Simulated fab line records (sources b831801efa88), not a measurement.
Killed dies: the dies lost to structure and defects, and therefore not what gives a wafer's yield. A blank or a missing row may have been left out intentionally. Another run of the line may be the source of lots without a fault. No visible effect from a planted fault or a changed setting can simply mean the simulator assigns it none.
fab line records :: flow gf180mcu :: part 2 of 2: steps 37 to 49 of 49
record
  lots=5
  wafers=15
  last_day=33
route steps=602 shown POLY_GATE@171 HV_LDD@176
lots with no fault: from the same line, run without faults
start_h: the number of hours between the record's first day and the start of the first shown wafer of the lot :: wait_h: how many hours have passed since the lot's step before this one :: " as in the row above :: L1.1+2: a row that stands for several wafers :: - no value present, or no start provided :: * or withheld: withheld :: < > ~ a bound
route shown NAME@n: a module of which the file shows steps, and the number in the route of the first :: usual: mean/standard deviation of fault-free wafers :: same: alike in all rows :: chamber/n: place in a boat :: sites: the reading at each site :: _std_site: the standard deviation of these :: _edge_site: outer sites' mean less inner sites' :: radius_mm: for every site, how far away it sits from the centre of the wafer :: mask NAME#n: copy n :: behind: the tool/chamber that last shaped the wafer :: hold: what put the lot on hold/how long, in hours/how the hold closed :: device: names the non-switching transistor (n, p or np) :: end of line: at the end of the route, the tests of the same wafers :: a step without rows: its recipe alone :: killed: dies lost to structure and defects at the first sort, not the wafer's yield :: map: shows each die of a wafer: x if killed, . if not, _ if none is there
set.NAME: the setting that was run; set.NAME@STEP: the one run at that earlier step :: model.NAME: the simulator's own value behind a step, which no gauge read
a table for each step, a row for each wafer; lots at some steps of the route
services: from which hour (start_h, from the record's first day; less than 0 if before it) a tool's chamber was out of use, for how many hours, and why
## steps
# step GF_HV_LDD_CD_MEAS_31
# recipe
  target_cd_nm=400
# usual
  cd_nm=400.2/2.3
lot.wafer: L075.2
tool: cd_sem-01
chamber: -
start_h: 262.46
wait_h: 0.1
cd_nm: 399.6

lot.wafer: L075.5
tool: cd_sem-01
chamber: -
start_h: 262.46
wait_h: 0.1
cd_nm: 398.2

lot.wafer: L075.6
tool: cd_sem-01
chamber: -
start_h: 262.46
wait_h: 0.1
cd_nm: 399.3

lot.wafer: L082.2
tool: cd_sem-02
chamber: -
start_h: 315.71
wait_h: 0.1
cd_nm: 400.1

lot.wafer: L082.3
tool: cd_sem-02
chamber: -
start_h: 315.71
wait_h: 0.1
cd_nm: 396.6

lot.wafer: L082.6
tool: cd_sem-02
chamber: -
start_h: 315.71
wait_h: 0.1
cd_nm: 400.9

lot.wafer: L085.1
tool: cd_sem-01
chamber: -
start_h: 341.04
wait_h: 0.1
cd_nm: 398.5

lot.wafer: L085.2
tool: cd_sem-01
chamber: -
start_h: 341.04
wait_h: 0.1
cd_nm: 398.5

lot.wafer: L085.3
tool: cd_sem-01
chamber: -
start_h: 341.04
wait_h: 0.1
cd_nm: 398.9

lot.wafer: L090.2
tool: cd_sem-02
chamber: -
start_h: 374.81
wait_h: 0.1
cd_nm: 397.4

lot.wafer: L090.4
tool: cd_sem-02
chamber: -
start_h: 374.81
wait_h: 0.1
cd_nm: 397.0

lot.wafer: L090.5
tool: cd_sem-02
chamber: -
start_h: 374.81
wait_h: 0.1
cd_nm: 400.2

lot.wafer: L093.1
tool: cd_sem-01
chamber: -
start_h: 403.84
wait_h: 0.1
cd_nm: 400.6

lot.wafer: L093.2
tool: cd_sem-01
chamber: -
start_h: 403.84
wait_h: 0.1
cd_nm: 403.6

lot.wafer: L093.6
tool: cd_sem-01
chamber: -
start_h: 403.84
wait_h: 0.1
cd_nm: 402.4
# step GF_HV_LDD_OVL_MEAS_32
# usual
  HV_LDD_02_OVL=-0.3/1.1
lot.wafer: L075.2
tool: overlay-02
chamber: -
start_h: 262.57
wait_h: 0.1
HV_LDD_02_OVL[nm]: 0.1

lot.wafer: L075.5
tool: overlay-02
chamber: -
start_h: 262.57
wait_h: 0.1
HV_LDD_02_OVL[nm]: -0.5

lot.wafer: L075.6
tool: overlay-02
chamber: -
start_h: 262.57
wait_h: 0.1
HV_LDD_02_OVL[nm]: -0.5

lot.wafer: L082.2
tool: overlay-01
chamber: -
start_h: 315.82
wait_h: 0.1
HV_LDD_02_OVL[nm]: -0.6

lot.wafer: L082.3
tool: overlay-01
chamber: -
start_h: 315.82
wait_h: 0.1
HV_LDD_02_OVL[nm]: 1.2

lot.wafer: L082.6
tool: overlay-01
chamber: -
start_h: 315.82
wait_h: 0.1
HV_LDD_02_OVL[nm]: -0.3

lot.wafer: L085.1
tool: overlay-01
chamber: -
start_h: 341.16
wait_h: 0.1
HV_LDD_02_OVL[nm]: 0.3

lot.wafer: L085.2
tool: overlay-01
chamber: -
start_h: 341.16
wait_h: 0.1
HV_LDD_02_OVL[nm]: -0.2

lot.wafer: L085.3
tool: overlay-01
chamber: -
start_h: 341.16
wait_h: 0.1
HV_LDD_02_OVL[nm]: -0.5

lot.wafer: L090.2
tool: overlay-02
chamber: -
start_h: 374.92
wait_h: 0.1
HV_LDD_02_OVL[nm]: -0.9

lot.wafer: L090.4
tool: overlay-02
chamber: -
start_h: 374.92
wait_h: 0.1
HV_LDD_02_OVL[nm]: -0.5

lot.wafer: L090.5
tool: overlay-02
chamber: -
start_h: 374.92
wait_h: 0.1
HV_LDD_02_OVL[nm]: 0.6

lot.wafer: L093.1
tool: overlay-02
chamber: -
start_h: 403.96
wait_h: 0.1
HV_LDD_02_OVL[nm]: -1.9

lot.wafer: L093.2
tool: overlay-02
chamber: -
start_h: 403.96
wait_h: 0.1
HV_LDD_02_OVL[nm]: -0.5

lot.wafer: L093.6
tool: overlay-02
chamber: -
start_h: 403.96
wait_h: 0.1
HV_LDD_02_OVL[nm]: -1.1
# step GF_HV_LDD_IMPLANT_33
# recipe
  species=P
  energy_kev=60
  dose_cm2=7.5e+12
  tilt_deg=30
  rotation_deg=0
lot.wafer: L075.2+5+6
tool: implanter-01
chamber: 0
start_h: 262.63
wait_h: 0.0

lot.wafer: L082.2+3+6
tool: implanter-01
chamber: 0
start_h: 315.87
wait_h: 0.0

lot.wafer: L085.1+2+3
tool: implanter-01
chamber: 0
start_h: 341.19
wait_h: 0.0

lot.wafer: L090.2+4+5
tool: implanter-04
chamber: 0
start_h: 374.97
wait_h: 0.0

lot.wafer: L093.1+2+6
tool: implanter-01
chamber: 0
start_h: 403.99
wait_h: 0.0
# step GF_HV_LDD_IMPLANT_34
# recipe
  species=P
  energy_kev=60
  dose_cm2=7.5e+12
  tilt_deg=30
  rotation_deg=90
lot.wafer: L075.2+5+6
tool: implanter-01
chamber: 0
start_h: 262.78
wait_h: 0.1

lot.wafer: L082.2+3+6
tool: implanter-01
chamber: 0
start_h: 316.02
wait_h: 0.1

lot.wafer: L085.1+2+3
tool: implanter-01
chamber: 0
start_h: 341.34
wait_h: 0.1

lot.wafer: L090.2+4+5
tool: implanter-04
chamber: 0
start_h: 375.12
wait_h: 0.1

lot.wafer: L093.1+2+6
tool: implanter-01
chamber: 0
start_h: 404.14
wait_h: 0.1
# step GF_HV_LDD_IMPLANT_35
# recipe
  species=P
  energy_kev=60
  dose_cm2=7.5e+12
  tilt_deg=30
  rotation_deg=180
lot.wafer: L075.2+5+6
tool: implanter-01
chamber: 0
start_h: 262.93
wait_h: 0.1

lot.wafer: L082.2+3+6
tool: implanter-01
chamber: 0
start_h: 316.17
wait_h: 0.1

lot.wafer: L085.1+2+3
tool: implanter-01
chamber: 0
start_h: 341.49
wait_h: 0.1

lot.wafer: L090.2+4+5
tool: implanter-04
chamber: 0
start_h: 375.27
wait_h: 0.1

lot.wafer: L093.1+2+6
tool: implanter-01
chamber: 0
start_h: 404.29
wait_h: 0.1
# step GF_HV_LDD_IMPLANT_36
# recipe
  species=P
  energy_kev=60
  dose_cm2=7.5e+12
  tilt_deg=30
  rotation_deg=270
lot.wafer: L075.2+5+6
tool: implanter-01
chamber: 0
start_h: 263.08
wait_h: 0.1

lot.wafer: L082.2+3+6
tool: implanter-01
chamber: 0
start_h: 316.32
wait_h: 0.1

lot.wafer: L085.1+2+3
tool: implanter-01
chamber: 0
start_h: 341.64
wait_h: 0.1

lot.wafer: L090.2+4+5
tool: implanter-04
chamber: 0
start_h: 375.42
wait_h: 0.1

lot.wafer: L093.1+2+6
tool: implanter-01
chamber: 0
start_h: 404.44
wait_h: 0.1
# step GF_HV_LDD_STRIP_37
# recipe
  chemistry=O2/N2
  power_w=1400
  pressure_mtorr=1500
  platen_temp_c=250
  o2_flow_sccm=3000
  n2_flow_sccm=300
  overash_fraction=0.5
# usual
  drypump_motor_current_A=5.5/0.4
  heater_power_w=329/61
  oes_product_au=0.716/0.0046
  strip_time_to_endpoint_s=12.63/0.044
lot.wafer: L075.2
tool: plasma_asher-02
chamber: 1
start_h: 263.20
wait_h: 0.1
drypump_motor_current_A: 5.9
heater_power_w: 270
oes_product_au: 0.717
rf_hours_counter_h: 63
strip_time_to_endpoint_s: 12.59

lot.wafer: L075.5
tool: plasma_asher-02
chamber: 0
start_h: 263.20
wait_h: 0.1
drypump_motor_current_A: 5.4
heater_power_w: 422
oes_product_au: 0.708
rf_hours_counter_h: -
strip_time_to_endpoint_s: 12.58

lot.wafer: L075.6
tool: plasma_asher-02
chamber: 1
start_h: 263.20
wait_h: 0.1
drypump_motor_current_A: 5.9
heater_power_w: 265
oes_product_au: 0.721
rf_hours_counter_h: -
strip_time_to_endpoint_s: 12.60

lot.wafer: L082.2
tool: plasma_asher-02
chamber: 0
start_h: 316.45
wait_h: 0.1
drypump_motor_current_A: 5.4
heater_power_w: 430
oes_product_au: 0.717
rf_hours_counter_h: 69
strip_time_to_endpoint_s: 12.62

lot.wafer: L082.3
tool: plasma_asher-02
chamber: 0
start_h: 316.45
wait_h: 0.1
drypump_motor_current_A: 5.3
heater_power_w: 421
oes_product_au: 0.713
rf_hours_counter_h: -
strip_time_to_endpoint_s: 12.62

lot.wafer: L082.6
tool: plasma_asher-02
chamber: 1
start_h: 316.45
wait_h: 0.1
drypump_motor_current_A: 5.9
heater_power_w: 277
oes_product_au: 0.715
rf_hours_counter_h: -
strip_time_to_endpoint_s: 12.60

lot.wafer: L085.1
tool: plasma_asher-02
chamber: 0
start_h: 341.79
wait_h: 0.1
drypump_motor_current_A: 5.3
heater_power_w: 417
oes_product_au: 0.721
rf_hours_counter_h: 71
strip_time_to_endpoint_s: 12.69

lot.wafer: L085.2
tool: plasma_asher-02
chamber: 1
start_h: 341.79
wait_h: 0.1
drypump_motor_current_A: 5.9
heater_power_w: 275
oes_product_au: 0.721
rf_hours_counter_h: 71
strip_time_to_endpoint_s: 12.71

lot.wafer: L085.3
tool: plasma_asher-02
chamber: 0
start_h: 341.79
wait_h: 0.1
drypump_motor_current_A: 5.4
heater_power_w: 432
oes_product_au: 0.720
rf_hours_counter_h: -
strip_time_to_endpoint_s: 12.71

lot.wafer: L090.2
tool: plasma_asher-02
chamber: 1
start_h: 375.55
wait_h: 0.1
drypump_motor_current_A: 5.9
heater_power_w: 278
oes_product_au: 0.715
rf_hours_counter_h: 74
strip_time_to_endpoint_s: 12.68

lot.wafer: L090.4
tool: plasma_asher-02
chamber: 0
start_h: 375.55
wait_h: 0.1
drypump_motor_current_A: 5.4
heater_power_w: 422
oes_product_au: 0.708
rf_hours_counter_h: -
strip_time_to_endpoint_s: 12.71

lot.wafer: L090.5
tool: plasma_asher-02
chamber: 0
start_h: 375.55
wait_h: 0.1
drypump_motor_current_A: 5.4
heater_power_w: 429
oes_product_au: 0.713
rf_hours_counter_h: -
strip_time_to_endpoint_s: 12.67

lot.wafer: L093.1
tool: plasma_asher-02
chamber: 1
start_h: 404.59
wait_h: 0.1
drypump_motor_current_A: 5.9
heater_power_w: 269
oes_product_au: 0.714
rf_hours_counter_h: 78
strip_time_to_endpoint_s: 12.72

lot.wafer: L093.2
tool: plasma_asher-02
chamber: 0
start_h: 404.59
wait_h: 0.1
drypump_motor_current_A: 5.3
heater_power_w: 438
oes_product_au: 0.710
rf_hours_counter_h: 78
strip_time_to_endpoint_s: 12.71

lot.wafer: L093.6
tool: plasma_asher-02
chamber: 1
start_h: 404.59
wait_h: 0.1
drypump_motor_current_A: 6.0
heater_power_w: 281
oes_product_au: 0.712
rf_hours_counter_h: -
strip_time_to_endpoint_s: 12.70
# step GF_HV_LDD_TW_MEAS_38
# usual
  HV_LDD_3_TW=1429/21
lot.wafer: L075.2
tool: film_metro-01
chamber: -
start_h: 263.31
wait_h: 0.1
HV_LDD_3_TW: 1443

lot.wafer: L075.5
tool: film_metro-01
chamber: -
start_h: 263.31
wait_h: 0.1
HV_LDD_3_TW: 1453

lot.wafer: L075.6
tool: film_metro-01
chamber: -
start_h: 263.31
wait_h: 0.1
HV_LDD_3_TW: 1443

lot.wafer: L082.2
tool: film_metro-03
chamber: -
start_h: 316.56
wait_h: 0.1
HV_LDD_3_TW: 1420

lot.wafer: L082.3
tool: film_metro-03
chamber: -
start_h: 316.56
wait_h: 0.1
HV_LDD_3_TW: 1413

lot.wafer: L082.6
tool: film_metro-03
chamber: -
start_h: 316.56
wait_h: 0.1
HV_LDD_3_TW: 1413

lot.wafer: L085.1
tool: film_metro-01
chamber: -
start_h: 341.89
wait_h: 0.1
HV_LDD_3_TW: 1448

lot.wafer: L085.2
tool: film_metro-01
chamber: -
start_h: 341.89
wait_h: 0.1
HV_LDD_3_TW: 1443

lot.wafer: L085.3
tool: film_metro-01
chamber: -
start_h: 341.89
wait_h: 0.1
HV_LDD_3_TW: 1449

lot.wafer: L090.2
tool: film_metro-02
chamber: -
start_h: 375.66
wait_h: 0.1
HV_LDD_3_TW: 1407

lot.wafer: L090.4
tool: film_metro-02
chamber: -
start_h: 375.66
wait_h: 0.1
HV_LDD_3_TW: 1397

lot.wafer: L090.5
tool: film_metro-02
chamber: -
start_h: 375.66
wait_h: 0.1
HV_LDD_3_TW: 1410

lot.wafer: L093.1
tool: film_metro-03
chamber: -
start_h: 404.69
wait_h: 0.1
HV_LDD_3_TW: 1403

lot.wafer: L093.2
tool: film_metro-03
chamber: -
start_h: 404.69
wait_h: 0.1
HV_LDD_3_TW: 1407

lot.wafer: L093.6
tool: film_metro-03
chamber: -
start_h: 404.69
wait_h: 0.1
HV_LDD_3_TW: 1402
# step GF_HV_LDD_DEHYDRATE_39
# recipe
  temp_c=200
  time_s=60
lot.wafer: L075.2+5+6
tool: litho_track-02
chamber: 0
start_h: 272.61
wait_h: 9.3

lot.wafer: L082.2+3+6
tool: litho_track-03
chamber: 0
start_h: 326.17
wait_h: 9.6

lot.wafer: L085.1+2+3
tool: litho_track-04
chamber: 0
start_h: 351.79
wait_h: 9.9

lot.wafer: L090.2+4+5
tool: litho_track-02
chamber: 0
start_h: 387.31
wait_h: 11.6

lot.wafer: L093.1+2+6
tool: litho_track-03
chamber: 0
start_h: 415.44
wait_h: 10.7
# step GF_HV_LDD_HMDS_40
# recipe
  prime_time_s=60
  prime_temp_c=120
lot.wafer: L075.2+5+6
tool: litho_track-02
chamber: 0
start_h: 272.76
wait_h: 0.1

lot.wafer: L082.2+3+6
tool: litho_track-03
chamber: 0
start_h: 326.32
wait_h: 0.1

lot.wafer: L085.1+2+3
tool: litho_track-04
chamber: 0
start_h: 351.94
wait_h: 0.1

lot.wafer: L090.2+4+5
tool: litho_track-02
chamber: 0
start_h: 387.46
wait_h: 0.1

lot.wafer: L093.1+2+6
tool: litho_track-03
chamber: 0
start_h: 415.59
wait_h: 0.1
# step GF_HV_LDD_COAT_41
# recipe
  resist=NOVOLAK
  spin_rpm=3000
  resist_thk_nm=1000
lot.wafer: L075.2+5+6
tool: litho_track-02
chamber: 0
start_h: 272.91
wait_h: 0.1

lot.wafer: L082.2+3+6
tool: litho_track-03
chamber: 0
start_h: 326.47
wait_h: 0.1

lot.wafer: L085.1+2+3
tool: litho_track-04
chamber: 0
start_h: 352.09
wait_h: 0.1

lot.wafer: L090.2+4+5
tool: litho_track-02
chamber: 0
start_h: 387.61
wait_h: 0.1

lot.wafer: L093.1+2+6
tool: litho_track-03
chamber: 0
start_h: 415.74
wait_h: 0.1
# step GF_HV_LDD_SOFTBAKE_42
# recipe
  temp_c=90
  time_s=60
  resist=NOVOLAK
lot.wafer: L075.2+5+6
tool: litho_track-02
chamber: 0
start_h: 273.06
wait_h: 0.1

lot.wafer: L082.2+3+6
tool: litho_track-03
chamber: 0
start_h: 326.62
wait_h: 0.1

lot.wafer: L085.1+2+3
tool: litho_track-04
chamber: 0
start_h: 352.24
wait_h: 0.1

lot.wafer: L090.2+4+5
tool: litho_track-02
chamber: 0
start_h: 387.76
wait_h: 0.1

lot.wafer: L093.1+2+6
tool: litho_track-03
chamber: 0
start_h: 415.89
wait_h: 0.1
# step GF_HV_LDD_EXPOSE_43
# recipe
  mask_id=Pplus_HV_AREA
  target_cd_nm=400
  na=0.6
  source_shape=conventional
  sigma_outer=0.6
  dose_mj=140
lot.wafer: L075.2+5+6
tool: iline_stepper-02
chamber: 0
start_h: -
wait_h: -
mask: Pplus_HV_AREA#0

lot.wafer: L082.2+3+6
tool: iline_stepper-01
chamber: 0
start_h: -
wait_h: -
mask: Pplus_HV_AREA#0

lot.wafer: L085.1+2+3
tool: iline_stepper-01
chamber: 0
start_h: -
wait_h: -
mask: Pplus_HV_AREA#0

lot.wafer: L090.2+4+5
tool: iline_stepper-02
chamber: 0
start_h: -
wait_h: -
mask: Pplus_HV_AREA#0

lot.wafer: L093.1+2+6
tool: iline_stepper-01
chamber: 0
start_h: -
wait_h: -
mask: Pplus_HV_AREA#0
## services
tool: implanter-03
chamber: -
start_h: 181.70
hours: 18.5
kind: repair

tool: plasma_asher-04
chamber: -
start_h: 200.92
hours: 1.8
kind: repair

tool: wet_bench-04
chamber: -
start_h: 223.72
hours: 5.3
kind: repair

tool: iline_stepper-01
chamber: -
start_h: 223.91
hours: 1.7
kind: pm

tool: iline_stepper-02
chamber: -
start_h: 257.79
hours: 2.1
kind: pm

tool: iline_stepper-02
chamber: -
start_h: 264.27
hours: 1.7
kind: pm

tool: furnace-02
chamber: -
start_h: 279.07
hours: 4.0
kind: pm

tool: plasma_asher-04
chamber: -
start_h: 286.39
hours: 2.8
kind: pm

tool: furnace-02
chamber: -
start_h: 301.17
hours: 3.6
kind: repair

tool: implanter-03
chamber: -
start_h: 316.50
hours: 2.7
kind: repair

tool: implanter-03
chamber: -
start_h: 321.03
hours: 4.9
kind: pm

tool: implanter-03
chamber: -
start_h: 325.96
hours: 5.6
kind: pm

tool: iline_stepper-02
chamber: -
start_h: 329.34
hours: 4.4
kind: pm

tool: implanter-04
chamber: -
start_h: 331.68
hours: 6.2
kind: repair

tool: furnace-02
chamber: -
start_h: 333.00
hours: 4.2
kind: pm

tool: implanter-03
chamber: -
start_h: 351.90
hours: 5.6
kind: repair

tool: plasma_asher-02
chamber: -
start_h: 354.23
hours: 7.2
kind: repair

tool: plasma_asher-02
chamber: -
start_h: 358.45
hours: 2.1
kind: repair

tool: plasma_asher-01
chamber: -
start_h: 377.05
hours: 1.8
kind: repair

tool: implanter-04
chamber: -
start_h: 379.93
hours: 6.4
kind: pm

tool: implanter-04
chamber: -
start_h: 393.47
hours: 2.6
kind: repair

tool: implanter-01
chamber: -
start_h: 394.42
hours: 4.2
kind: pm

tool: implanter-04
chamber: -
start_h: 396.41
hours: 2.3
kind: repair

tool: implanter-04
chamber: -
start_h: 404.22
hours: 5.0
kind: pm
